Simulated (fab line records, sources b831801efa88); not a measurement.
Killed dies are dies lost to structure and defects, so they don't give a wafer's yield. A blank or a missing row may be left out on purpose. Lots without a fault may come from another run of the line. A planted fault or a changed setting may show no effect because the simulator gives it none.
Tool commonality check | flow sky130 | 10 lots, 36 wafers sampled

WHY IT WAS OPENED
At SKY_NWELL_RS_MEAS_29 the reading NWELL_RS is flagged on 2 of 10 lots. Wafers without a fault read 624.6 ohm/sq, standard deviation 1.7.
Rule: a lot is flagged when every wafer of it that has a number lies more than 4 standard deviations from that mean, or none has a number. The other lots count as sound.

lot  | measured     | on            | NWELL_RS (ohm/sq), wafer by wafer   | flag
L916 | day 5 16:08  | film_metro-02 | 624.8 626.3 625.4                   |
L918 | day 5 22:15  | film_metro-02 | 624.1 626.4 624.7                   |
L923 | day 7 08:07  | film_metro-02 | 623.3 623.3 624.1                   |
L926 | day 8 02:18  | film_metro-03 | 642.5 642.1 641.7 644.1 642.3 643.1 | FLAGGED
L927 | day 8 08:34  | film_metro-03 | 641.1 643.7 642.9 642.8 643.9 642.1 | FLAGGED
L930 | day 9 00:21  | film_metro-03 | 625.0 625.0 623.9                   |
L931 | day 9 08:23  | film_metro-04 | 623.5 623.9 622.4                   |
L932 | day 9 18:25  | film_metro-03 | 619.7 623.8 621.6                   |
L933 | day 10 01:05 | film_metro-04 | 627.5 627.8 627.7                   |
L936 | day 10 15:06 | film_metro-02 | 626.1 625.4 626.8                   |
The numbers of the flagged lots are 642.7 ohm/sq on average: +18.1 ohm/sq against the usual, or +11 standard deviations.

WHICH TOOL RAN EACH LOT
The record holds 3 process steps before the reading, out of a route of 708 steps. In each cell: the tool, then ch and the chambers that the sampled wafers went through, then the start.
lot  | flag    | SKY_FIELD_ISO_ETCH_17           | SKY_DNWELL_STRIP_08                 | SKY_NWELL_IMPLANT_11
L916 |         | rie_si-01 ch 0,2,3, day 2 10:47 | plasma_asher-04 ch 0,1, day 3 10:55 | implanter-03 ch 0, day 4 20:55
L918 |         | rie_si-01 ch 1,2, day 2 20:08   | plasma_asher-04 ch 0,1, day 3 17:34 | implanter-03 ch 0, day 5 02:56
L923 |         | rie_si-02 ch 1,2,3, day 3 23:13 | plasma_asher-02 ch 0,1, day 4 22:58 | implanter-02 ch 0, day 6 11:49
L926 | FLAGGED | rie_si-01 ch 1,2, day 4 14:11   | plasma_asher-04 ch 0,1, day 5 15:22 | implanter-03 ch 0, day 7 05:52
L927 | FLAGGED | rie_si-01 ch 0,2,3, day 4 19:29 | plasma_asher-02 ch 0,1, day 5 21:08 | implanter-03 ch 0, day 7 11:34
L930 |         | rie_si-01 ch 0,2,3, day 5 10:16 | plasma_asher-02 ch 0,1, day 6 11:49 | implanter-01 ch 0, day 8 03:01
L931 |         | rie_si-02 ch 0,1,2, day 5 16:44 | plasma_asher-02 ch 0,1, day 6 18:49 | implanter-02 ch 0, day 8 10:26
L932 |         | rie_si-02 ch 0,1,3, day 5 23:07 | plasma_asher-04 ch 0,1, day 7 03:46 | implanter-02 ch 0, day 8 19:35
L933 |         | rie_si-02 ch 0,1,3, day 6 04:16 | plasma_asher-04 ch 0, day 7 08:32   | implanter-01 ch 0, day 9 01:55
L936 |         | rie_si-02 ch 0,1,3, day 6 18:19 | plasma_asher-04 ch 0,1, day 7 20:31 | implanter-02 ch 0, day 9 15:36
What these steps do:
- SKY_FIELD_ISO_ETCH_17: etches Si in HBr/Cl2/O2, target depth 342 nm, time 97.7 s.
- SKY_DNWELL_STRIP_08: strips in O2/N2.
- SKY_NWELL_IMPLANT_11
- SKY_NWELL_RS_MEAS_29: measures by four-point-probe.

FLAGGED OVER TOTAL, TOOL BY TOOL (the gauges that took the reading come last)
step                  | tool            | lots run | flagged | share of the flagged lots | sound lots run after its first flagged lot
SKY_FIELD_ISO_ETCH_17 | rie_si-01       | 5        | 2       | all                       | 1 (L930)
SKY_FIELD_ISO_ETCH_17 | rie_si-02       | 5        | 0       | none                      | -
SKY_DNWELL_STRIP_08   | plasma_asher-02 | 4        | 1       | some                      | 2 (L930,L931)
SKY_DNWELL_STRIP_08   | plasma_asher-04 | 6        | 1       | some                      | 3 (L932,L933,L936)
SKY_NWELL_IMPLANT_11  | implanter-01    | 2        | 0       | none                      | -
SKY_NWELL_IMPLANT_11  | implanter-02    | 4        | 0       | none                      | -
SKY_NWELL_IMPLANT_11  | implanter-03    | 4        | 2       | all                       | 0
SKY_NWELL_RS_MEAS_29  | film_metro-02   | 4        | 0       | none                      | -
SKY_NWELL_RS_MEAS_29  | film_metro-03   | 4        | 2       | all                       | 2 (L930,L932)
SKY_NWELL_RS_MEAS_29  | film_metro-04   | 2        | 0       | none                      | -

WHAT THE TABLE ALLOWS
3 rows of the table ran every flagged lot: rie_si-01 at SKY_FIELD_ISO_ETCH_17, implanter-03 at SKY_NWELL_IMPLANT_11, film_metro-03 at SKY_NWELL_RS_MEAS_29.
- rie_si-01 at SKY_FIELD_ISO_ETCH_17: 2 of its 5 lots flagged. Sound lots ran on it after the first flagged one (L930), which a lasting fault on the whole tool wouldn't allow.
- implanter-03 at SKY_NWELL_IMPLANT_11: 2 of its 4 lots flagged. Its last sound lot is L918 (day 5 02:56), its first flagged lot L926 (day 7 05:52): a fault that began between those two fits. Its own readings lie more than 4 standard deviations out on every wafer of the flagged lots: beam_energy_keV.
- film_metro-03 at SKY_NWELL_RS_MEAS_29: 2 of its 4 lots flagged. Sound lots ran on it after the first flagged one (L930, L932), which a lasting fault on the whole tool wouldn't allow.
One tool is left: implanter-03 at SKY_NWELL_IMPLANT_11.

WHAT THE SIMULATOR HAD PUT IN
Process parameter drift: implanter-03, from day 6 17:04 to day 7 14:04, at SKY_NWELL_IMPLANT_11. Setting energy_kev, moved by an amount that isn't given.
Lots struck among those shown: L926, L927. The rule above found the same.
